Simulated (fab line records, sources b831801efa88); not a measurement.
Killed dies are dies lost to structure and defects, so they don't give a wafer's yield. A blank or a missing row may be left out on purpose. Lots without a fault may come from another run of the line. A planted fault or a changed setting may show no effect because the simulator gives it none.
fab line records | flow sky130
record lots=5 wafers=15 last_day=49
route steps=708 shown VIA3@581 METAL4@598 CAP2M@603
lots that met no fault: from a run of the same line without faults
start_h: hours from the record's first day to the start of the lot's first wafer shown | wait_h: hours since the lot's step before | " the same as in the row above | L1.1+2: a row that stands for several wafers | - no value, or no start given | * or withheld: withheld | < > ~ a bound
route shown NAME@n: a module of which the file shows steps, and the number in the route of the first | usual: mean/standard deviation of fault-free wafers | same: alike in all rows | chamber/n: place in a boat | sites: the reading at each site | _std_site: their standard deviation | _edge_site: outer sites' mean less inner sites' | radius_mm: how far each site lies from the wafer's centre | mask NAME#n: copy n | behind: the tool/chamber that last shaped the wafer | hold: why the lot was held/for how many hours/how that ended | device: the transistor (n, p or np) that didn't switch | end of line: the same wafers' tests at the end of the route | a step without rows: its recipe alone | killed: dies lost to structure and defects at the first sort, not the wafer's yield | map: a wafer's dies, x killed, . not, _ none there
set.NAME: the setting as run; set.NAME@STEP: as run at that earlier step | model.NAME: the simulator's own value behind a step, which no gauge read
lots at some steps of the route; a table a step, a row a wafer
services: from which hour (start_h, from the record's first day; less than 0 if before it) a tool's chamber was out of use, for how many hours, and why
## steps
# step SKY_VIA3_SOFTBAKE_08
# recipe temp_c=100.4 time_s=90 resist=KrF-thick
# columns lot.wafer tool chamber start_h wait_h
L079.1+3+6 litho_track-03 0 - -
L080.1+2+6 litho_track-03 0 - -
L084.1+2+4 litho_track-04 0 - -
L087.4+5+6 litho_track-04 0 - -
L094.4+5+6 litho_track-03 0 - -
# step SKY_VIA3_EXPOSE_09
# recipe mask_id=VIM3 na=0.8 source_shape=annular sigma_inner=0.55 sigma_outer=0.85 target_cd_nm=200 dose_mj=38
# usual exposure_dose_mJ_cm2=37.89/0.042
# columns lot.wafer tool chamber start_h wait_h mask exposure_dose_mJ_cm2
L079.1 krf_scanner-02 0 - - VIM3#0 37.86
L079.3 " 0 " " VIM3#0 37.84
L079.6 " 0 " " VIM3#0 37.81
L080.1 krf_scanner-01 0 - - VIM3#0 37.90
L080.2 " 0 " " VIM3#0 37.86
L080.6 " 0 " " VIM3#0 37.98
L084.1 krf_scanner-02 0 - - VIM3#0 37.95
L084.2 " 0 " " VIM3#0 37.91
L084.4 " 0 " " VIM3#0 37.95
L087.4 krf_scanner-02 0 - - VIM3#0 37.81
L087.5 " 0 " " VIM3#0 37.82
L087.6 " 0 " " VIM3#0 37.88
L094.4 krf_scanner-02 0 - - VIM3#0 37.85
L094.5 " 0 " " VIM3#0 37.88
L094.6 " 0 " " VIM3#0 37.90
# step SKY_VIA3_PEB_10
# recipe peb_temp_c=withheld peb_time_s=withheld resist=KrF-thick
# columns lot.wafer tool chamber start_h wait_h
L079.1+3+6 litho_track-04 0 - -
L080.1+2+6 litho_track-03 0 - -
L084.1+2+4 litho_track-01 0 - -
L087.4+5+6 litho_track-01 0 - -
L094.4+5+6 litho_track-04 0 - -
# step SKY_VIA3_DEVELOP_11
# recipe develop_time_s=60 resist=KrF-thick dev_temp_c=21
# same develop_time_s=60
# columns lot.wafer tool chamber start_h wait_h
L079.1+3+6 litho_track-04 0 - -
L080.1+2+6 litho_track-03 0 - -
L084.1+2+4 litho_track-01 0 - -
L087.4+5+6 litho_track-01 0 - -
L094.4+5+6 litho_track-04 0 - -
# step SKY_VIA3_CD_MEAS_12
# recipe target_cd_nm=200
# usual cd_nm=200.2/1.2
# columns lot.wafer tool chamber start_h wait_h cd_nm
L079.1 cd_sem-01 - 966.49 - 198.4
L079.3 " - " " 199.1
L079.6 " - " " 199.4
L080.1 cd_sem-02 - 971.18 - 199.9
L080.2 " - " " 200.0
L080.6 " - " " 200.5
L084.1 cd_sem-01 - 996.29 - 199.8
L084.2 " - " " 200.4
L084.4 " - " " 201.7
L087.4 cd_sem-01 - 1018.10 - 201.0
L087.5 " - " " 199.7
L087.6 " - " " 200.3
L094.4 cd_sem-02 - 1065.55 - 200.8
L094.5 " - " " 200.6
L094.6 " - " " 201.5
# step SKY_VIA3_OVL_MEAS_13
# usual VIA3_OVL=2/5
# columns lot.wafer tool chamber start_h wait_h VIA3_OVL[nm]
L079.1 overlay-02 - 966.61 0.1 -3
L079.3 " - " " -8
L079.6 " - " " 3
L080.1 overlay-02 - 971.30 0.1 0
L080.2 " - " " 2
L080.6 " - " " 3
L084.1 overlay-02 - 996.41 0.1 -8
L084.2 " - " " -4
L084.4 " - " " -6
L087.4 overlay-01 - 1018.17 0.1 6
L087.5 " - " " 9
L087.6 " - " " 14
L094.4 overlay-01 - 1065.62 0.1 9
L094.5 " - " " 8
L094.6 " - " " 0
# step SKY_VIA3_ETCH_14
# recipe chemistry=N2/H2 target=BARC ion_energy_ev=200 source_w=500 bias_w=100 pressure_mtorr=30 n2_flow_sccm=100 h2_flow_sccm=200 stop_on=SiO2 time_s=45.9 target_depth_a=600
# usual drypump_motor_current_A=5.7/0.35 n2_flow_sccm=100.0/0.3 oes_product_au=0.854/0.0044 throttle_valve_pct=13.227/0.009
# columns lot.wafer tool chamber start_h wait_h drypump_motor_current_A n2_flow_sccm oes_product_au rf_hours_counter_h throttle_valve_pct
L079.1 rie_diel-04 2 966.64 0.0 5.6 100.0 0.860 8 13.234
L079.3 " 3 " " 5.4 100.0 0.851 24 13.230
L079.6 " 1 " " 5.7 99.9 0.858 - 13.227
L080.1 rie_diel-02 3 971.34 0.0 5.3 100.0 0.852 16 13.250
L080.2 " 1 " " 5.9 99.6 0.857 24 13.227
L080.6 " 1 " " 5.9 100.1 0.856 - 13.224
L084.1 rie_diel-03 1 996.44 0.0 5.6 100.1 0.862 6 13.209
L084.2 " 2 " " 4.8 100.1 0.852 14 13.222
L084.4 " 1 " " 5.6 100.1 0.857 - 13.240
L087.4 rie_diel-02 3 1018.19 0.0 5.3 99.9 0.855 17 13.220
L087.5 " 1 " " 5.9 99.6 0.852 - 13.237
L087.6 " 0 " " 6.2 100.8 0.853 - 13.210
L094.4 rie_diel-03 0 1065.64 0.0 6.4 100.2 0.850 24 13.228
L094.5 " 1 " " 5.6 100.4 0.851 - 13.236
L094.6 " 0 " " 6.4 100.1 0.847 - 13.212
# step SKY_VIA3_ETCH_15
# recipe target=SiO2 chemistry=C4F8/O2/Ar target_depth_nm=507 stop_on=TiN mask_material=KrF-thick source_w=1500 bias_w=1200 pressure_mtorr=40 c4f8_flow_sccm=withheld O2_flow_sccm=6 Ar_flow_sccm=300 time_s=78
# usual oes_product_au=0.946/0.0046
# columns lot.wafer tool chamber start_h wait_h oes_product_au rf_hours_counter_h
L079.1 rie_diel-04 2 966.68 0.0 0.944 8
L079.3 " 3 " " 0.950 24
L079.6 " 1 " " 0.950 -
L080.1 rie_diel-02 3 971.38 0.0 0.944 16
L080.2 " 1 " " 0.946 24
L080.6 " 1 " " 0.941 -
L084.1 rie_diel-03 1 996.48 0.0 0.945 6
L084.2 " 2 " " 0.948 14
L084.4 " 1 " " 0.949 -
L087.4 rie_diel-02 3 1018.23 0.0 0.955 17
L087.5 " 1 " " 0.945 -
L087.6 " 0 " " 0.938 -
L094.4 rie_diel-03 0 1065.69 0.0 0.951 24
L094.5 " 1 " " 0.950 -
L094.6 " 0 " " 0.948 -
# step SKY_VIA3_STRIP_16
# recipe chemistry=O2/N2 power_w=1400 pressure_mtorr=1500 platen_temp_c=withheld o2_flow_sccm=3000 n2_flow_sccm=300 overash_fraction=0.5
# usual drypump_motor_current_A=6.0/0.35 n2_flow_sccm=299.9/0.92 oes_product_au=0.403/0.0044 strip_time_to_endpoint_s=4.133/0.029
# columns lot.wafer tool chamber start_h wait_h drypump_motor_current_A n2_flow_sccm oes_product_au rf_hours_counter_h strip_time_to_endpoint_s
L079.1 plasma_asher-01 0 966.74 0.0 6.0 298.8 0.410 110 4.103
L079.3 " 1 " " 5.7 299.6 0.395 - 4.133
L079.6 " 1 " " 5.6 300.8 0.403 - 4.073
L080.1 plasma_asher-03 1 971.44 0.0 6.4 301.3 0.406 55 4.190
L080.2 " 0 " " 6.4 299.6 0.402 55 4.136
L080.6 " 1 " " 6.4 301.3 0.409 - 4.150
L084.1 plasma_asher-03 1 996.54 0.0 6.4 301.1 0.408 58 4.114
L084.2 " 0 " " 6.4 300.3 0.399 58 4.110
L084.4 " 0 " " 6.4 300.2 0.401 - 4.137
L087.4 plasma_asher-03 0 1018.33 0.1 6.4 301.6 0.402 - 4.131
L087.5 " 1 " " 6.4 299.4 0.400 - 4.134
L087.6 " 0 " " 6.4 301.1 0.401 - 4.134
L094.4 plasma_asher-01 1 1065.78 0.1 5.6 300.2 0.399 - 4.126
L094.5 " 0 " " 6.0 300.9 0.403 - 4.096
L094.6 " 1 " " 5.6 299.4 0.401 - 4.136
# step SKY_VIA3_STRIP_17
# recipe chemistry=post_etch_residue_remover time_s=1200 temp_c=72.5
# columns lot.wafer tool chamber start_h wait_h
L079.1+3+6 wet_bench-04 1 966.84 0.1
L080.1+2+6 wet_bench-04 1 971.54 0.1
L084.1+2+4 wet_bench-03 2 996.64 0.1
L087.4+5+6 wet_bench-04 0 1018.39 0.0
L094.4+5+6 wet_bench-01 0 1065.85 0.0
# step SKY_VIA3_CLEAN_18
# recipe chemistry=IPA time_s=180 temp_c=25
# columns lot.wafer tool chamber start_h wait_h
L079.1+3+6 wet_bench-04 2 967.19 0.0
L080.1+2+6 wet_bench-01 2 971.88 0.0
L084.1+2+4 wet_bench-01 1 997.02 0.0
L087.4+5+6 wet_bench-03 3 1018.77 0.0
L094.4+5+6 wet_bench-03 3 1066.19 0.0
# step SKY_VIA3_CLEAN_19
# recipe chemistry=O3/DIW dry=n2_spin
# columns lot.wafer tool chamber start_h wait_h
L079.1+3+6 wet_bench-04 3 967.24 0.0
L080.1+2+6 wet_bench-04 3 971.94 0.0
L084.1+2+4 wet_bench-03 0 997.14 0.0
L087.4+5+6 wet_bench-03 3 1018.82 0.0
L094.4+5+6 wet_bench-01 0 1066.25 0.0
# step SKY_VIA3_SPUTTER_20
# recipe material=TiN target_thk_nm=20 chamber_pressure_pa=5 power_w=4057 time_s=80
# usual throttle_valve_pct=29.9/1.1
# columns lot.wafer tool chamber start_h wait_h throttle_valve_pct
L079.1 pvd_sputter-01 - 967.34 0.0 29.2
L079.3 " - " " 30.7
L079.6 " - " " 27.3
L080.1 pvd_sputter-02 - 972.03 0.0 29.9
L080.2 " - " " 31.1
L080.6 " - " " 29.3
L084.1 pvd_sputter-02 - 997.24 0.0 29.5
L084.2 " - " " 30.8
L084.4 " - " " 29.7
L087.4 pvd_sputter-02 - 1018.92 0.0 30.9
L087.5 " - " " 30.8
L087.6 " - " " 30.0
L094.4 pvd_sputter-03 - 1066.34 0.0 30.1
L094.5 " - " " 30.9
L094.6 " - " " 30.0
# step SKY_VIA3_CVD_21
# recipe material=W target_thk_nm=390 time_s=117.31 temp_c=400 pressure_torr=40
# usual chamber_pressure_Torr=40.00/0.076 heater_power_outer_w=502/35 heater_power_w=867/54
# columns lot.wafer tool chamber start_h wait_h chamber_pressure_Torr heater_power_outer_w heater_power_w
L079.1 cvd_w-01 0 967.40 0.0 40.09 552 935
L079.3 " 0 " " 39.96 534 956
L079.6 " 0 " " 40.09 555 933
L080.1 cvd_w-01 0 972.09 0.0 39.89 547 926
L080.2 " 1 " " 40.04 495 832
L080.6 " 0 " " 39.95 530 908
L084.1 cvd_w-02 1 997.31 0.0 39.87 467 882
L084.2 " 0 " " 39.93 452 802
L084.4 " 0 " " 40.04 462 821
L087.4 cvd_w-01 1 1019.02 0.1 39.96 478 829
L087.5 " 1 " " 39.87 510 822
L087.6 " 0 " " 39.96 551 942
L094.4 cvd_w-01 1 1066.44 0.1 39.96 502 826
L094.5 " 0 " " 40.03 546 929
L094.6 " 1 " " 40.00 489 848
# step SKY_VIA3_RS_MEAS_22
# recipe thk_meas_gauge=four-point-probe reads=W_of_VIA3_CVD_21+TiN_of_VIA3_SPUTTER_20
# usual VIA3_W_RS=0.292/0.0036
# columns lot.wafer tool chamber start_h wait_h VIA3_W_RS[ohm/sq]
L079.1 film_metro-02 - 967.52 0.1 0.293
L079.3 " - " " 0.295
L079.6 " - " " 0.293
L080.1 film_metro-01 - 972.21 0.1 0.295
L080.2 " - " " 0.292
L080.6 " - " " 0.294
L084.1 film_metro-01 - 997.43 0.1 0.283
L084.2 " - " " 0.289
L084.4 " - " " 0.287
L087.4 film_metro-01 - 1019.16 0.1 0.294
L087.5 " - " " 0.296
L087.6 " - " " 0.294
L094.4 film_metro-02 - 1066.58 0.1 0.294
L094.5 " - " " 0.288
L094.6 " - " " 0.293
# step SKY_VIA3_THK_MEAS_23
# recipe thk_meas_gauge=xrf reads=W_of_VIA3_CVD_21
# usual VIA3_W_THK=389/5.9
# columns lot.wafer tool chamber start_h wait_h VIA3_W_THK[nm]
L079.1 film_metro-02 - 967.64 0.1 389
L079.3 " - " " 387
L079.6 " - " " 392
L080.1 film_metro-01 - 972.33 0.1 386
L080.2 " - " " 390
L080.6 " - " " 389
L084.1 film_metro-01 - 997.55 0.1 403
L084.2 " - " " 393
L084.4 " - " " 396
L087.4 film_metro-01 - 1019.25 0.1 386
L087.5 " - " " 386
L087.6 " - " " 387
L094.4 film_metro-02 - 1066.67 0.1 387
L094.5 " - " " 397
L094.6 " - " " 389
# step SKY_VIA3_CMP_24
# recipe stop_on=SiO2 t_overpolish_s=20 down_force_psi=3.5 platen_rpm=60 target_thk_nm=0 pad_velocity_m_s=0.94248
# usual head_pressure_psi=3.501/0.0071 motor_current_A=10.4/1.3 overpolish_run_s=20.000/0.0086 retaining_ring_pressure_frac=1.000/0.005 time_to_endpoint_s=95/4.1
# columns lot.wafer tool chamber start_h wait_h head_pressure_psi motor_current_A overpolish_run_s retaining_ring_pressure_frac time_to_endpoint_s
L079.1 cmp-01 0 967.70 0.1 3.502 11.9 19.994 0.997 94
L079.3 " 2 " " 3.508 8.8 19.996 1.006 97
L079.6 " 1 " " 3.500 9.6 20.006 1.005 93
L080.2 cmp-02 0 972.39 0.0 3.497 11.2 20.008 1.008 102
L080.1 " 3 " " 3.501 11.5 19.986 0.993 98
L080.6 " 1 " " 3.510 11.6 19.996 1.005 98
L084.2 cmp-02 3 997.61 0.0 3.518 11.4 20.003 1.001 97
L084.4 " 0 " " 3.490 11.2 20.008 1.005 102
L084.1 " 2 " " 3.494 9.1 20.006 1.001 100
L087.4 cmp-01 2 1019.46 0.2 3.513 8.9 20.001 1.003 94
L087.6 " 0 " " 3.493 12.4 19.999 1.001 92
L087.5 " 1 " " 3.497 10.0 19.976 0.994 89
L094.4 cmp-01 0 1066.80 0.1 3.510 12.2 19.998 1.008 94
L094.5 " 2 " " 3.495 9.1 19.997 0.997 100
L094.6 " 3 " " 3.503 9.2 19.997 1.008 91
# step SKY_METAL4_SPUTTER_00
# recipe material=Ti target_thk_nm=15 power_w=3000 time_s=10 chamber_pressure_pa=0.4
# usual throttle_valve_pct=29.7/1.2
# columns lot.wafer tool chamber start_h wait_h throttle_valve_pct
L079.1 pvd_sputter-01 - 968.00 0.2 27.0
L079.3 " - " " 30.9
L079.6 " - " " 27.2
L080.1 pvd_sputter-01 - 972.69 0.1 29.5
L080.2 " - " " 29.0
L080.6 " - " " 29.5
L084.1 pvd_sputter-01 - 997.91 0.1 27.0
L084.2 " - " " 29.7
L084.4 " - " " 29.1
L087.4 pvd_sputter-04 - 1019.66 0.1 27.8
L087.5 " - " " 27.8
L087.6 " - " " 30.5
L094.4 pvd_sputter-02 - 1067.00 0.1 29.8
L094.5 " - " " 29.8
L094.6 " - " " 31.1
# step SKY_METAL4_SPUTTER_01
# recipe material=TiN target_thk_nm=20 power_w=6500 time_s=16.7 chamber_pressure_pa=0.4
# usual throttle_valve_pct=29.7/1.2
# columns lot.wafer tool chamber start_h wait_h throttle_valve_pct
L079.1 pvd_sputter-01 - 968.02 0.0 27.2
L079.3 " - " " 30.7
L079.6 " - " " 27.1
L080.1 pvd_sputter-01 - 972.72 0.0 29.7
L080.2 " - " " 29.1
L080.6 " - " " 29.5
L084.1 pvd_sputter-01 - 997.93 0.0 27.1
L084.2 " - " " 29.6
L084.4 " - " " 29.0
L087.4 pvd_sputter-04 - 1019.68 0.0 27.9
L087.5 " - " " 27.9
L087.6 " - " " 30.1
L094.4 pvd_sputter-02 - 1067.02 0.0 29.7
L094.5 " - " " 29.9
L094.6 " - " " 31.0
# step SKY_METAL4_SPUTTER_02
# recipe material=AlCu target_thk_nm=735 power_w=10600 time_s=39.1 chamber_pressure_pa=0.4
# usual throttle_valve_pct=29.8/1.2
# columns lot.wafer tool chamber start_h wait_h throttle_valve_pct
L079.1 pvd_sputter-01 - 968.05 0.0 27.1
L079.3 " - " " 31.1
L079.6 " - " " 27.3
L080.1 pvd_sputter-01 - 972.74 0.0 29.2
L080.2 " - " " 29.4
L080.6 " - " " 29.6
L084.1 pvd_sputter-01 - 997.96 0.0 26.9
L084.2 " - " " 29.3
L084.4 " - " " 29.1
L087.4 pvd_sputter-04 - 1019.71 0.0 27.8
L087.5 " - " " 27.6
L087.6 " - " " 30.1
L094.4 pvd_sputter-02 - 1067.05 0.0 29.7
L094.5 " - " " 29.8
L094.6 " - " " 31.2
# step SKY_METAL4_SPUTTER_03
# recipe material=Ti target_thk_nm=5 power_w=3000 time_s=3.3 chamber_pressure_pa=0.4
# usual throttle_valve_pct=29.7/1.2
# columns lot.wafer tool chamber start_h wait_h throttle_valve_pct
L079.1 pvd_sputter-01 - 968.09 0.0 27.1
L079.3 " - " " 30.8
L079.6 " - " " 27.2
L080.1 pvd_sputter-01 - 972.78 0.0 29.4
L080.2 " - " " 29.2
L080.6 " - " " 29.4
L084.1 pvd_sputter-01 - 997.99 0.0 27.1
L084.2 " - " " 29.5
L084.4 " - " " 29.2
L087.4 pvd_sputter-04 - 1019.75 0.0 27.6
L087.5 " - " " 28.3
L087.6 " - " " 30.3
L094.4 pvd_sputter-02 - 1067.09 0.0 29.7
L094.5 " - " " 29.9
L094.6 " - " " 31.2
# step SKY_METAL4_SPUTTER_04
# recipe material=TiN target_thk_nm=70 power_w=6500 time_s=58.3 chamber_pressure_pa=0.4
# usual throttle_valve_pct=29.7/1.2
# columns lot.wafer tool chamber start_h wait_h throttle_valve_pct
L079.1 pvd_sputter-01 - 968.10 0.0 27.4
L079.3 " - " " 30.8
L079.6 " - " " 27.1
L080.1 pvd_sputter-01 - 972.80 0.0 29.4
L080.2 " - " " 29.1
L080.6 " - " " 29.7
L084.1 pvd_sputter-01 - 998.01 0.0 27.3
L084.2 " - " " 29.3
L084.4 " - " " 29.3
L087.4 pvd_sputter-04 - 1019.77 0.0 27.8
L087.5 " - " " 27.6
L087.6 " - " " 30.2
L094.4 pvd_sputter-02 - 1067.11 0.0 29.6
L094.5 " - " " 29.9
L094.6 " - " " 31.1
# step SKY_CAP2M_CVD_00
# recipe material=SiO2 target_thk_nm=15.5 temp_c=400 time_s=withheld rf_w=450
# usual heater_power_outer_w=439/80 heater_power_w=733/100
# columns lot.wafer tool chamber start_h wait_h heater_power_outer_w heater_power_w
L079.1 pecvd-02 2 968.15 0.0 441 759
L079.3 " 0 " " 368 643
L079.6 " 2 " " 445 799
L080.1 pecvd-01 1 972.85 0.0 459 795
L080.2 " 0 " " 278 491
L080.6 " 0 " " 282 497
L084.1 pecvd-01 1 998.06 0.0 435 735
L084.2 " 0 " " 296 524
L084.4 " 1 " " 430 724
L087.4 pecvd-02 0 1019.83 0.0 377 655
L087.5 " 0 " " 383 675
L087.6 " 2 " " 427 765
L094.4 pecvd-01 1 1067.17 0.0 391 684
L094.5 " 2 " " 482 748
L094.6 " 0 " " 290 509
# step SKY_CAP2M_THK_MEAS_01
# recipe reads=SiO2_of_CAP2M_CVD_00
# usual CAP2M_CVD_00_THK=15.55/0.21
# columns lot.wafer tool chamber start_h wait_h CAP2M_CVD_00_THK[nm]
L079.1 film_metro-03 - 968.17 - 15.34
L079.3 " - " " 15.40
L079.6 " - " " 15.49
L080.1 film_metro-04 - 972.87 - 15.54
L080.2 " - " " 15.64
L080.6 " - " " 15.95
L084.1 film_metro-03 - 998.08 - 15.46
L084.2 " - " " 15.35
L084.4 " - " " 16.01
L087.4 film_metro-03 - 1019.88 - 15.94
L087.5 " - " " 15.69
L087.6 " - " " 15.67
L094.4 film_metro-02 - 1067.21 - 15.61
L094.5 " - " " 15.73
L094.6 " - " " 15.59
# step SKY_CAP2M_SPUTTER_02
# recipe material=TiN target_thk_nm=200 temp_c=300 power_w=6500 time_s=166.7 chamber_pressure_pa=0.4
# usual throttle_valve_pct=29.9/1.1
# columns lot.wafer tool chamber start_h wait_h throttle_valve_pct
L079.1 pvd_sputter-03 - 968.23 0.1 30.9
L079.3 " - " " 31.0
L079.6 " - " " 30.3
L080.1 pvd_sputter-03 - 972.93 0.1 29.8
L080.2 " - " " 30.9
L080.6 " - " " 30.2
L084.1 pvd_sputter-04 - 998.14 0.1 30.7
L084.2 " - " " 30.0
L084.4 " - " " 30.0
L087.4 pvd_sputter-01 - 1019.91 0.0 27.2
L087.5 " - " " 29.6
L087.6 " - " " 30.7
L094.4 pvd_sputter-03 - 1067.24 0.0 30.9
L094.5 " - " " 30.1
L094.6 " - " " 30.4
# step SKY_CAP2M_RS_MEAS_03
# recipe thk_meas_gauge=four-point-probe reads=TiN_of_CAP2M_SPUTTER_02
# usual CAP2M_TIN_RS=6.89/0.07
# columns lot.wafer tool chamber start_h wait_h CAP2M_TIN_RS[ohm/sq]
L079.1 film_metro-02 - 968.34 0.1 6.89
L079.3 " - " " 6.90
L079.6 " - " " 6.93
L080.1 film_metro-03 - 973.04 0.1 6.90
L080.2 " - " " 6.90
L080.6 " - " " 6.87
L084.1 film_metro-02 - 998.25 0.1 6.80
L084.2 " - " " 6.83
L084.4 " - " " 6.70
L087.4 film_metro-04 - 1020.08 0.1 7.05
L087.5 " - " " 7.05
L087.6 " - " " 6.95
L094.4 film_metro-03 - 1067.41 0.1 6.93
L094.5 " - " " 6.86
L094.6 " - " " 6.92
# step SKY_CAP2M_THK_MEAS_04
# recipe thk_meas_gauge=xrf reads=TiN_of_CAP2M_SPUTTER_02
# usual CAP2M_TIN_THK=200.1/2
# columns lot.wafer tool chamber start_h wait_h CAP2M_TIN_THK[nm]
L079.1 film_metro-02 - 968.46 0.1 201.0
L079.3 " - " " 201.5
L079.6 " - " " 199.6
L080.1 film_metro-03 - 973.16 0.1 200.3
L080.2 " - " " 200.5
L080.6 " - " " 200.4
L084.1 film_metro-02 - 998.37 0.1 203.8
L084.2 " - " " 202.4
L084.4 " - " " 206.4
L087.4 film_metro-04 - 1020.17 0.1 195.6
L087.5 " - " " 195.9
L087.6 " - " " 198.1
L094.4 film_metro-03 - 1067.50 0.1 199.3
L094.5 " - " " 199.8
L094.6 " - " " 198.4
# step SKY_CAP2M_DEHYDRATE_05
# recipe temp_c=200 time_s=60
# columns lot.wafer tool chamber start_h wait_h
L079.1+3+6 litho_track-04 0 979.99 11.5
L080.1+2+6 litho_track-03 0 985.33 12.2
L084.1+2+4 litho_track-02 0 1009.64 11.3
L087.4+5+6 litho_track-02 0 1031.67 11.5
L094.4+5+6 litho_track-04 0 1077.66 10.2
# step SKY_CAP2M_HMDS_06
# recipe prime_time_s=60 prime_temp_c=120
# columns lot.wafer tool chamber start_h wait_h
L079.1+3+6 litho_track-04 0 980.14 0.1
L080.1+2+6 litho_track-03 0 985.48 0.1
L084.1+2+4 litho_track-02 0 1009.79 0.1
L087.4+5+6 litho_track-02 0 1031.82 0.1
L094.4+5+6 litho_track-04 0 1077.81 0.1
# step SKY_CAP2M_COAT_07
# recipe resist=NOVOLAK spin_rpm=3000 resist_thk_nm=1140
# usual dispense_pressure_kPa=47.7/2.3
# columns lot.wafer tool chamber start_h wait_h dispense_pressure_kPa
L079.1 litho_track-04 0 980.29 0.1 50.7
L079.3 " 0 " " 50.8
L079.6 " 0 " " 50.8
L080.1 litho_track-03 0 985.63 0.1 45.2
L080.2 " 0 " " 45.2
L080.6 " 0 " " 45.2
L084.1 litho_track-02 0 1009.94 0.1 48.5
L084.2 " 0 " " 48.4
L084.4 " 0 " " 48.4
L087.4 litho_track-02 0 1031.97 0.1 48.4
L087.5 " 0 " " 48.4
L087.6 " 0 " " 48.4
L094.4 litho_track-04 0 1077.96 0.1 50.8
L094.5 " 0 " " 50.8
L094.6 " 0 " " 50.8
# step SKY_CAP2M_SOFTBAKE_08
# recipe temp_c=90 time_s=60 resist=NOVOLAK
# columns lot.wafer tool chamber start_h wait_h
L079.1+3+6 litho_track-04 0 980.44 0.1
L080.1+2+6 litho_track-03 0 985.78 0.1
L084.1+2+4 litho_track-02 0 1010.09 0.1
L087.4+5+6 litho_track-02 0 1032.12 0.1
L094.4+5+6 litho_track-04 0 1078.11 0.1
# step SKY_CAP2M_EXPOSE_09
# recipe mask_id=CAP2M na=0.6 source_shape=conventional sigma_outer=0.6 polarization=unpolarized target_cd_nm=1000 dose_mj=159
# usual exposure_dose_mJ_cm2=158.99/0.16
# columns lot.wafer tool chamber start_h wait_h mask exposure_dose_mJ_cm2
L079.1 iline_stepper-01 0 - - CAP2M#0 159.02
L079.3 " 0 " " CAP2M#0 158.79
L079.6 " 0 " " CAP2M#0 158.99
L080.1 iline_stepper-01 0 - - CAP2M#0 159.03
L080.2 " 0 " " CAP2M#0 159.10
L080.6 " 0 " " CAP2M#0 158.85
L084.1 iline_stepper-01 0 - - CAP2M#0 159.08
L084.2 " 0 " " CAP2M#0 159.04
L084.4 " 0 " " CAP2M#0 158.86
L087.4 iline_stepper-02 0 - - CAP2M#0 158.73
L087.5 " 0 " " CAP2M#0 158.69
L087.6 " 0 " " CAP2M#0 158.86
L094.4 iline_stepper-02 0 - - CAP2M#0 158.85
L094.5 " 0 " " CAP2M#0 158.81
L094.6 " 0 " " CAP2M#0 158.96
# step SKY_CAP2M_PEB_10
# recipe temp_c=withheld time_s=* resist=NOVOLAK
# columns lot.wafer tool chamber start_h wait_h
L079.1+3+6 litho_track-03 0 - -
L080.1+2+6 litho_track-04 0 - -
L084.1+2+4 litho_track-04 0 - -
L087.4+5+6 litho_track-02 0 - -
L094.4+5+6 litho_track-04 0 - -
# step SKY_CAP2M_DEVELOP_11
# recipe resist=NOVOLAK developer=TMAH develop_time_s=60 dev_temp_c=23
# same develop_time_s=60
# columns lot.wafer tool chamber start_h wait_h
L079.1+3+6 litho_track-03 0 991.88 0.1
L080.1+2+6 litho_track-04 0 996.49 0.1
L084.1+2+4 litho_track-04 0 1020.69 0.1
L087.4+5+6 litho_track-02 0 1042.92 0.1
L094.4+5+6 litho_track-04 0 1087.76 0.1
# step SKY_CAP2M_OVL_MEAS_12
# usual CAP2M_OVL=0.5/1.2
# columns lot.wafer tool chamber start_h wait_h CAP2M_OVL[nm]
L079.1 overlay-01 - 992.03 0.1 0.9
L079.3 " - " " 0.8
L079.6 " - " " 0.8
L080.1 overlay-01 - 996.64 0.1 0.6
L080.2 " - " " 1.4
L080.6 " - " " 1.4
L084.1 overlay-01 - 1020.84 0.1 1.6
L084.2 " - " " 1.5
L084.4 " - " " 1.1
L087.4 overlay-02 - 1043.01 0.1 1.2
L087.5 " - " " 0.8
L087.6 " - " " 0.8
L094.4 overlay-02 - 1087.86 0.1 -0.8
L094.5 " - " " 0.6
L094.6 " - " " 1.2
# step SKY_CAP2M_METAL_ETCH_13
# recipe target_depth_nm=220 stop_on=SiO2 chemistry=Cl2/BCl3 target=TiN pressure_mtorr=10 icp_w=900 bias_w=48.5 Cl2_flow_sccm=60 bcl3_flow_sccm=30 time_s=61.56
# usual drypump_motor_current_A=5.87/0.25 oes_product_au=0.955/0.0074 throttle_valve_pct=21.893/0.0096
# columns lot.wafer tool chamber start_h wait_h drypump_motor_current_A oes_product_au rf_hours_counter_h throttle_valve_pct
L079.1 rie_metal-03 1 992.07 0.0 6.02 0.969 8 21.892
L079.3 " 0 " " 6.06 0.954 - 21.910
L079.6 " 1 " " 6.03 0.950 - 21.892
L080.1 rie_metal-04 0 996.67 0.0 5.53 0.953 25 21.903
L080.2 " 0 " " 5.55 0.950 - 21.874
L080.6 " 0 " " 5.55 0.957 - 21.906
L084.1 rie_metal-03 0 1020.87 0.0 6.08 0.956 25 21.889
L084.2 " 1 " " 6.02 0.964 9 21.888
L084.4 " 1 " " 6.04 0.973 - 21.907
L087.4 rie_metal-03 1 1043.06 0.0 6.02 0.943 - 21.901
L087.5 " 1 " " 6.01 0.945 - 21.908
L087.6 " 0 " " 6.07 0.948 - 21.883
L094.4 rie_metal-04 0 1087.90 0.0 5.55 0.954 - 21.889
L094.5 " 1 " " 5.91 0.952 - 21.901
L094.6 " 0 " " 5.56 0.954 - 21.907
## services
# columns tool chamber start_h hours kind
rie_diel-03 2 935.19 2.5 repair
rie_metal-03 1 936.64 28.2 repair
krf_scanner-02 - 941.69 3.7 repair
cvd_w-01 1 974.28 2.7 repair
rie_diel-02 - 975.28 15.5 repair
cvd_w-01 - 977.76 2.4 repair
cmp-01 - 980.17 2.3 repair
pecvd-01 0 988.28 3.9 repair
rie_metal-03 1 992.30 8.1 repair
rie_diel-03 0 993.56 6.4 repair
cmp-01 - 1008.02 2.6 repair
wet_bench-04 - 1020.16 4.3 repair
krf_scanner-02 - 1021.24 1.0 pm
rie_diel-02 0 1023.47 1.5 repair
iline_stepper-01 - 1041.21 1.7 pm
rie_diel-02 0 1043.97 7.4 repair
rie_metal-03 - 1045.26 1.4 repair
krf_scanner-02 - 1046.86 1.3 pm
rie_diel-03 2 1048.92 9.0 repair
pvd_sputter-01 - 1049.02 1.7 repair
pvd_sputter-01 - 1062.95 0.6 repair
krf_scanner-02 - 1074.56 0.8 pm
rie_diel-02 - 1078.57 14.6 pm
cmp-01 - 1086.34 1.9 repair
## key
fault none
